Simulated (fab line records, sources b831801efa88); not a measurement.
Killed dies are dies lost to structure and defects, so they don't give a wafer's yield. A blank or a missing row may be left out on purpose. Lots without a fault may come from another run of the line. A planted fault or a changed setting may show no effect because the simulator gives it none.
What tool caused it? | flow gf180mcu | 14 lots, 42 wafers sampled, at 3 steps of a route of 602

== WHAT THE GAUGES SHOWED, per wafer ==
GF_CONTACT_THK_MEAS_01.
lot  | measured     | on            | CONTACT_CVD_00_THK (nm)
L498 | day 15 03:39 | film_metro-03 | 293 296 297
L499 | day 15 23:38 | film_metro-04 | 294 301 302
L500 | day 16 06:01 | film_metro-03 | 303 303 300
L501 | day 16 12:43 | film_metro-01 | 297 296 296
L503 | day 17 15:19 | film_metro-03 | 306 301 299
L507 | day 18 16:26 | film_metro-01 | 297 297 298
L508 | day 19 05:58 | film_metro-01 | 300 303 301
L514 | day 21 05:07 | film_metro-03 | 304 305 304
L515 | day 21 13:39 | film_metro-04 | 306 304 299
L517 | day 22 04:54 | film_metro-04 | 304 304 301
L518 | day 22 12:34 | film_metro-01 | 306 305 303
L519 | day 23 00:38 | film_metro-01 | 298 302 304
L520 | day 23 04:19 | film_metro-03 | 295 298 296
L521 | day 23 13:39 | film_metro-03 | 307 307 305

== TOOL THAT RAN EACH LOT (tool first, then ch and the chambers of the sampled wafers, then the start) ==
lot  | GF_SAB_CVD_00                   | GF_SAB_SOFTBAKE_05
L498 | pecvd-02 ch 1,2, day 14 06:01   | litho_track-01 ch 0, day 14 16:08
L499 | pecvd-03 ch 0,2, day 15 00:33   | litho_track-02 ch 0, day 15 11:28
L500 | pecvd-04 ch 0,1,2, day 15 07:19 | litho_track-04 ch 0, day 15 17:39
L501 | pecvd-04 ch 0,2, day 15 13:22   | litho_track-02 ch 0, day 16 00:26
L503 | pecvd-04 ch 0,1,2, day 16 14:57 | litho_track-04 ch 0, day 17 02:21
L507 | pecvd-03 ch 0,2, day 17 15:25   | litho_track-02 ch 0, day 18 02:58
L508 | pecvd-02 ch 0,1,2, day 18 05:46 | litho_track-02 ch 0, day 18 17:31
L514 | pecvd-03 ch 1,2, day 20 03:52   | litho_track-04 ch 0, day 20 15:45
L515 | pecvd-03 ch 0,1, day 20 12:23   | litho_track-01 ch 0, day 21 00:11
L517 | pecvd-03 ch 0,1, day 21 04:34   | litho_track-02 ch 0, day 21 16:01
L518 | pecvd-02 ch 0,1,2, day 21 12:10 | litho_track-04 ch 0, day 21 23:55
L519 | pecvd-02 ch 0,1,2, day 22 00:13 | litho_track-04 ch 0, day 22 11:47
L520 | pecvd-03 ch 1,2, day 22 04:10   | litho_track-01 ch 0, day 22 15:48
L521 | pecvd-02 ch 0,1,2, day 22 13:07 | litho_track-04 ch 0, day 23 00:40
- GF_SAB_CVD_00: deposits SiO2 from TEOS, target thk 50 nm, time 4.9302 s.
- GF_SAB_SOFTBAKE_05: time 60 s.

== AS READ BY THE TOOLS THEMSELVES (means over the sampled wafers that have a number; for cases with no such wafer, the mark the record gives instead) ==
GF_SAB_CVD_00.
lot  | tool     | heater_power_w (W) | susceptor_temp_C (C)
L498 | pecvd-02 | 763                | 399.87
L499 | pecvd-03 | 763                | 400.12
L500 | pecvd-04 | 659                | 400.07
L501 | pecvd-04 | 652                | 399.93
L503 | pecvd-04 | 610                | 399.92
L507 | pecvd-03 | 709                | 400.01
L508 | pecvd-02 | 698                | 400.04
L514 | pecvd-03 | 759                | 399.94
L515 | pecvd-03 | 682                | 400.10
L517 | pecvd-03 | 686                | 399.97
L518 | pecvd-02 | 781                | 399.90
L519 | pecvd-02 | 707                | 400.04
L520 | pecvd-03 | 758                | 399.81
L521 | pecvd-02 | 669                | 399.92

GF_SAB_SOFTBAKE_05.
lot  | tool           | exhaust_pa (Pa) | heater_power_total_W (W) | run_length_s (s)
L498 | litho_track-01 | 44.5            | 56.60                    | 89.29
L499 | litho_track-02 | 45.3            | 56.57                    | 89.21
L500 | litho_track-04 | 44.9            | 56.56                    | 89.03
L501 | litho_track-02 | 45.3            | 56.59                    | 89.24
L503 | litho_track-04 | 44.7            | 56.60                    | 89.01
L507 | litho_track-02 | 45.5            | 57.31                    | 87.22
L508 | litho_track-02 | 44.8            | 57.32                    | 87.27
L514 | litho_track-04 | 44.7            | 56.61                    | 88.96
L515 | litho_track-01 | 45.2            | 56.62                    | 89.32
L517 | litho_track-02 | 45.1            | 56.63                    | 89.05
L518 | litho_track-04 | 45.4            | 56.59                    | 88.98
L519 | litho_track-04 | 46.2            | 56.57                    | 88.92
L520 | litho_track-01 | 45.3            | 56.61                    | 89.32
L521 | litho_track-04 | 45.2            | 56.58                    | 89.02

== THE ANSWER, worked out from the rows above alone ==
Rule: the lots themselves supply what counts as usual. The widest of any qualifying gaps counts: lots, ordered by their means at a reading, are off when they make up no more than a third of the lots, leave a main group of 4 or more, and stand apart from it by 3 or more times the standard deviation of that group's means. Not used: any main group whose means are identical at the precision the tables above print for the reading. Also off: a lot with no number at a reading for which 4 or more lots have one. Any other lot the step has rows for is counted as sound. Order of review: gauges by route order, followed by the tools' own readings, for which a lot's mean as printed above is used. The first step at which some lot is off is used, and at that step the reading that is off furthest; a lot without a number counts as furthest.
Off, at GF_SAB_SOFTBAKE_05 on heater_power_total_W: L507, L508. For the main group the mean is 56.59 W and the standard deviation 0.021.
A tool fits if, at that step or a process step before it, it ran every lot that is off, and no sound lot after the first of them. Of those tried, none fits.

== WHAT WAS PUT IN BY THE SIMULATOR ==
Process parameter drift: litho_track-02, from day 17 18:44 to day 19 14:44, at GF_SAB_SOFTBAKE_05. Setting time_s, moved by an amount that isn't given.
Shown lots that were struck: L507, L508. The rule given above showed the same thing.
